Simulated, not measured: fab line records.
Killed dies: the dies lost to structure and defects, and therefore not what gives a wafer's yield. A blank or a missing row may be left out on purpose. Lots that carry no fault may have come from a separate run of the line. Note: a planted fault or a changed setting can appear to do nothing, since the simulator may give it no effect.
The same fault as seen by 2 desks + flow sky130 + each desk holds nothing but its own numbers, with what lay behind them at the end

THE METROLOGY DESK
What the gauges read, lot by lot, whatever tool the lot ran on: means of the sampled wafers that have a number. Marked OUT: a lot whose mean sits more than 4 standard deviations from the usual mean, which makes it out of limits; the brackets give that distance.
Columns: A = CAP2M_CVD_00_THK at SKY_CAP2M_THK_MEAS_01, usual 15.52 nm; B = CAP2M_TIN_RS at SKY_CAP2M_RS_MEAS_03, usual 6.89 ohm/sq; C = CAP2M_TIN_THK at SKY_CAP2M_THK_MEAS_04, usual 199.5 nm; D = CAP2M_OVL at SKY_CAP2M_OVL_MEAS_12, usual 0.1 nm
| lot  | first seen here | A     | B              | C               | D    |
|------|-----------------|-------|----------------|-----------------|------|
| L823 | day 40 08:23    | 15.58 | 7.03           | 195.6           | -2.2 |
| L826 | day 42 06:53    | 15.40 | 7.01           | 197.0           | 1.8  |
| L827 | day 42 11:26    | 15.83 | 6.94           | 198.2           | -1.9 |
| L829 | day 42 15:59    | 15.71 | 6.91           | 199.7           | -0.5 |
| L828 | day 42 19:13    | 15.41 | 6.90           | 199.8           | 1.1  |
| L830 | day 42 20:11    | 15.26 | 4.60 (-28) OUT | 296.9 (+42) OUT | -1.1 |
| L831 | day 42 20:41    | 15.29 | 4.66 (-27) OUT | 294.6 (+41) OUT | -1.1 |
| L832 | day 42 21:41    | 15.61 | 6.77           | 202.9           | 1.5  |
| L834 | day 43 18:40    | 15.77 | 4.65 (-27) OUT | 293.8 (+41) OUT | 0.7  |
| L837 | day 44 17:38    | 15.37 | 6.86           | 200.3           | -0.3 |
Per this desk, out of limits: L830, L831, L834; the first was L830, day 42 20:21 (CAP2M_TIN_RS at SKY_CAP2M_RS_MEAS_03). In limits: L823, L826, L827, L829, L828, L832, L837.

FOR THE TOOL OWNER'S DESK: pvd-sputter-02
At SKY_CAP2M_SPUTTER_02 (material TiN, target thk 200 nm, time 166.7 s) the tool's own readings: per lot run on this tool, the mean of the sampled wafers that have a number. Marked OUT: a lot whose mean sits more than 4 standard deviations from the usual mean, which makes it out of limits; the brackets give that distance.
Columns: A = chamber-pressure-pa at SKY_CAP2M_SPUTTER_02, usual 0.4001 Pa; B = substrate-temp-c at SKY_CAP2M_SPUTTER_02, usual 300.05 C; C = throttle-valve-pct at SKY_CAP2M_SPUTTER_02, usual 29.9 %
| lot  | first seen here | A      | B      | C    |
|------|-----------------|--------|--------|------|
| L826 | day 42 06:56    | 0.4005 | 300.05 | 29.8 |
| L827 | day 42 11:30    | 0.3989 | 299.87 | 30.3 |
| L829 | day 42 16:02    | 0.4004 | 300.16 | 30.3 |
| L830 | day 42 20:14    | 0.4005 | 299.90 | 30.2 |
| L831 | day 42 20:45    | 0.4005 | 299.92 | 29.9 |
| L834 | day 43 18:43    | 0.4002 | 300.14 | 29.9 |
This desk found nothing out of limits on any of the 6 lots.

PUT TOGETHER
Metrology desk: alarm possible at day 42 20:21 on L830, L831, L834.
Nothing out of limits was seen by the tool owner's desk.
Tool owner's desk: L830, L831, L834 on record, inside its limits.
All the named lots went through SKY_CAP2M_SPUTTER_02 on pvd-sputter-02.

WHAT HAD BEEN PUT IN BY THE SIMULATOR
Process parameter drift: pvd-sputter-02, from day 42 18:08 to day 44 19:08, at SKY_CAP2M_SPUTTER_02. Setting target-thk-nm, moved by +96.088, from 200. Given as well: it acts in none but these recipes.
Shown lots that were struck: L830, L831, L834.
Time in hours between the start of the fault and the first out-of-limits reading at each desk: metrology desk, 2.
